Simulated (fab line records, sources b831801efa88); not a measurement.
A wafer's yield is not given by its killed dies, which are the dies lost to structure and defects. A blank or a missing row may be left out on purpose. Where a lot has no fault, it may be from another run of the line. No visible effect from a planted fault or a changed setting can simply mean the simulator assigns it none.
Problem report in the 8D (eight disciplines) form, filled by code | flow sky130 | the parts of the form that need people (team, actions taken, sign-off) are left out

1. WHAT WENT WRONG
Mean of beam on s at SKY_LDD_N_IMPLANT_15: 12.73 s across 6 wafers in 2 lots; on wafers with no fault it is 10.00 s (standard deviation 0.19). That puts it +14 standard deviations away from the usual mean.
First seen on wafer L436.1, day 25 07:29, on implanter-02. The record holds 18 wafers of 6 lots with a number at this step. The rule behind "out" and "out of limits": a value lying over 4 standard deviations away from the usual mean. The other wafers with a number count as sound.

2. WHAT IT IS AND WHAT IT IS NOT
question                    | is                            | is not
which readings at this step | beam on s, faraday current uA | -
which lots                  | L436, L437                    | L419, L420, L427, L438
which wafers of those lots  | all that have a number        | -
read on which tools         | implanter-02                  | implanter-03, implanter-04
when                        | from day 25 07:29             | up to then (9 sound wafers); but 3 sound wafers of L438 came after

3. SUSPECTS, AND WHAT RULES EACH OUT
Counting: any tool at a process step up to the reading is kept as a suspect provided that every lot that is out went through it and no sound lot did after the first of them.
- implanter-02 at SKY_LDD_N_IMPLANT_15: kept. Every lot that is out went through it, starting with L436 (day 25 07:29), and after that it ran no sound lot; the last sound lot it ran before then is L419 (day 19 17:56). Its own readings are out on those wafers: beam on s, faraday current uA.
After counting, what remains is implanter-02 at SKY_LDD_N_IMPLANT_15.

4. THE CAUSE (what the simulator had put in)
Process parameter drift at SKY_LDD_N_IMPLANT_15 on implanter-02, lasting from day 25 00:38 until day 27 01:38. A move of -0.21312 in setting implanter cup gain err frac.
The count eliminated every tool but this one.

5. THE EFFECT CHAIN, in route order
Each row: a reading where the mean over the struck wafers with a number is more than 3 standard deviations away from the usual. Readings are gone through only where the record gives a usual standard deviation; hours: the median, over the lots, of the time from a lot's start at the first step in this table giving one to that lot's start at this step; sigmas: the change measured in usual standard deviations.
hours | step                 | reading            | usual   | on struck wafers | change | sigmas
0     | SKY_LDD_N_IMPLANT_15 | beam on s          | 10.00 s | 12.73            | +2.73  | +14
0     | SKY_LDD_N_IMPLANT_15 | faraday current uA | 28.2    | 22.1             | -6.1   | -11
Here are the process steps it includes:
- SKY_LDD_N_IMPLANT_15

6. HOW IT WOULD HAVE BEEN CAUGHT EARLIER
7 hours passed between the start of the fault at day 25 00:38 and the first reading out of limits in this record, taken at day 25 07:29.
